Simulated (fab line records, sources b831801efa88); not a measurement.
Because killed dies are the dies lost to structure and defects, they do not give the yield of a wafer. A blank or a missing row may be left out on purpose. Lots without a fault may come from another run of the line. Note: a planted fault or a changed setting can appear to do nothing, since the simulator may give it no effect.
Chamber matching :: flow sky130 :: SKY_FIELD_ISO_ETCH_14 on rieDiel-04: 4 sister chambers
The step etches BARC in N2/H2, stops on SiO2, time 45.9 s, target depth 60 nm. 4 wafers are shown with their chamber, then 9 later ones without.

EACH WAFER AND ITS CHAMBER
wafer: L745.2
chamber: 0
drypumpMotorCurrentA (A): 6.3

wafer: L754.2
chamber: 1
drypumpMotorCurrentA (A): 4.7

wafer: L754.4
chamber: 2
drypumpMotorCurrentA (A): 6.2

wafer: L754.6
chamber: 3
drypumpMotorCurrentA (A): 5.8

WAFERS WITH NO CHAMBER GIVEN
wafer: L755.1
drypumpMotorCurrentA (A): 6.2

wafer: L755.2
drypumpMotorCurrentA (A): 4.7

wafer: L755.4
drypumpMotorCurrentA (A): 5.8

wafer: L766.2
drypumpMotorCurrentA (A): 6.2

wafer: L766.5
drypumpMotorCurrentA (A): 5.8

wafer: L766.6
drypumpMotorCurrentA (A): 6.3

wafer: L767.1
drypumpMotorCurrentA (A): 6.3

wafer: L767.4
drypumpMotorCurrentA (A): 6.2

wafer: L767.5
drypumpMotorCurrentA (A): 6.4

THE CHAMBER EACH PASSED THROUGH
wafer: L755.1
from the rows above: 2
in truth: 2

wafer: L755.2
from the rows above: 1
in truth: 1

wafer: L755.4
from the rows above: 3
in truth: 3

wafer: L766.2
from the rows above: 2
in truth: 2

wafer: L766.5
from the rows above: 3
in truth: 3

wafer: L766.6
from the rows above: 0
in truth: 0

wafer: L767.1
from the rows above: 0
in truth: 0

wafer: L767.4
from the rows above: 2
in truth: 2

wafer: L767.5
from the rows above: 0
in truth: 0
Correctly placed: 9 of 9. Number that these rows cannot place: 0. Placed wrongly: 0.
How it was worked out, from the rows above alone: a wafer's distance from a chamber is the root of the sum, over the readings, of the square of ((its reading less the chamber's mean) divided by the reading's scatter). If the next closest chamber is less than 2 further off than the closest, the wafer can't be placed; otherwise it belongs to the closest. A chamber's mean is the mean of its shown wafers. The scatter: with one shown wafer a chamber, the root of the mean of the squares of how far each hidden wafer lies from its nearest shown one.
